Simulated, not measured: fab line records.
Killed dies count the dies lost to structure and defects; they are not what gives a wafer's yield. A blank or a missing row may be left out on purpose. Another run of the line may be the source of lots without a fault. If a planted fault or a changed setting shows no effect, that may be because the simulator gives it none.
Which of the tools did it? || flow sky130 || 12 lots with 36 wafers sampled at 2 steps, on a route of 708 steps

WHAT THE GAUGES SHOWED, per wafer
SKY_VT_ADJUST_HVTR_OVL_MEAS_08.
{"lot": "L825", "measured": "day 9 17:14", "on": "overlay-02", "VT_ADJUST_HVTR_OVL (nm)": "-5.1 -2.9 -4.0"}
{"lot": "L826", "measured": "day 9 17:32", "on": "overlay-02", "VT_ADJUST_HVTR_OVL (nm)": "-1.4 -1.0 -0.1"}
{"lot": "L827", "measured": "day 10 05:43", "on": "overlay-02", "VT_ADJUST_HVTR_OVL (nm)": "-1.0 0.0 -1.7"}
{"lot": "L828", "measured": "day 10 10:52", "on": "overlay-02", "VT_ADJUST_HVTR_OVL (nm)": "-0.3 0.9 2.5"}
{"lot": "L833", "measured": "day 11 23:44", "on": "overlay-01", "VT_ADJUST_HVTR_OVL (nm)": "1.9 0.7 3.9"}
{"lot": "L840", "measured": "day 14 04:47", "on": "overlay-02", "VT_ADJUST_HVTR_OVL (nm)": "-3.4 -3.1 -3.0"}
{"lot": "L841", "measured": "day 14 09:50", "on": "overlay-01", "VT_ADJUST_HVTR_OVL (nm)": "-0.1 0.3 -1.2"}
{"lot": "L842", "measured": "day 14 14:41", "on": "overlay-01", "VT_ADJUST_HVTR_OVL (nm)": "-0.2 -1.9 -1.9"}
{"lot": "L843", "measured": "day 14 20:20", "on": "overlay-02", "VT_ADJUST_HVTR_OVL (nm)": "-2.4 -2.0 -0.3"}
{"lot": "L845", "measured": "day 15 13:14", "on": "overlay-01", "VT_ADJUST_HVTR_OVL (nm)": "1.4 1.9 1.3"}
{"lot": "L846", "measured": "day 15 18:55", "on": "overlay-02", "VT_ADJUST_HVTR_OVL (nm)": "0.9 2.1 0.9"}
{"lot": "L848", "measured": "day 16 16:41", "on": "overlay-01", "VT_ADJUST_HVTR_OVL (nm)": "-0.9 -3.2 -2.8"}

SKY_SONOS_ONO_OVL_MEAS_14.
{"lot": "L825", "measured": "day 13 00:19", "on": "overlay-02", "SONOS_ONO_OVL (nm)": "1.0 0.1 0.9"}
{"lot": "L826", "measured": "day 13 00:01", "on": "overlay-02", "SONOS_ONO_OVL (nm)": "-1.9 -1.1 -1.2"}
{"lot": "L827", "measured": "day 13 09:59", "on": "overlay-02", "SONOS_ONO_OVL (nm)": "-2.7 -1.0 -1.9"}
{"lot": "L828", "measured": "day 13 13:56", "on": "overlay-02", "SONOS_ONO_OVL (nm)": "1.2 1.5 1.0"}
{"lot": "L833", "measured": "day 15 09:06", "on": "overlay-02", "SONOS_ONO_OVL (nm)": "1.0 1.2 1.7"}
{"lot": "L840", "measured": "day 17 22:05", "on": "overlay-02", "SONOS_ONO_OVL (nm)": "0.2 0.6 -0.9"}
{"lot": "L841", "measured": "day 18 04:35", "on": "overlay-02", "SONOS_ONO_OVL (nm)": "1.6 1.9 1.4"}
{"lot": "L842", "measured": "day 18 06:41", "on": "overlay-02", "SONOS_ONO_OVL (nm)": "-2.1 -1.5 -0.3"}
{"lot": "L843", "measured": "day 18 14:23", "on": "overlay-01", "SONOS_ONO_OVL (nm)": "0.1 -0.4 -1.7"}
{"lot": "L845", "measured": "day 19 12:11", "on": "overlay-02", "SONOS_ONO_OVL (nm)": "0.9 -0.2 -0.6"}
{"lot": "L846", "measured": "day 19 18:18", "on": "overlay-01", "SONOS_ONO_OVL (nm)": "2.2 1.6 1.0"}
{"lot": "L848", "measured": "day 20 15:59", "on": "overlay-02", "SONOS_ONO_OVL (nm)": "-1.7 -0.6 -0.8"}

WHAT TOOL EACH LOT RAN ON (gives the tool, then ch and the chambers of the sampled wafers, and finally the start)
Before these readings, the record contains no process step.

AS READ BY THE TOOLS THEMSELVES (means over the sampled wafers that have a number; for cases with no such wafer, the mark the record gives instead)
The record holds no such reading with a usual standard deviation.

THE ANSWER, worked out from the rows above alone
Rule: usual is defined by the lots themselves. Put in order of their means at a reading, lots are off if they are a third of the lots or fewer, leave a main group of 4 or more, and stand apart from it by a gap of 3 or more times the standard deviation of the main group's means; of several such gaps the widest counts. Not used: any main group whose means are identical at the precision the tables above print for the reading. A lot without any number at a reading at which 4 lots or more have one is off too. Any other lot the step has rows for is counted as sound. After the gauges, taken in route order, come the tools' own readings; for these a lot's mean is taken, as printed above. The first step at which some lot is off is used, and at that step the reading that is off furthest; a lot without a number counts as furthest.
No lot is off at any reading shown: from this, nothing can be told.

WHAT THE SIMULATOR PUT IN
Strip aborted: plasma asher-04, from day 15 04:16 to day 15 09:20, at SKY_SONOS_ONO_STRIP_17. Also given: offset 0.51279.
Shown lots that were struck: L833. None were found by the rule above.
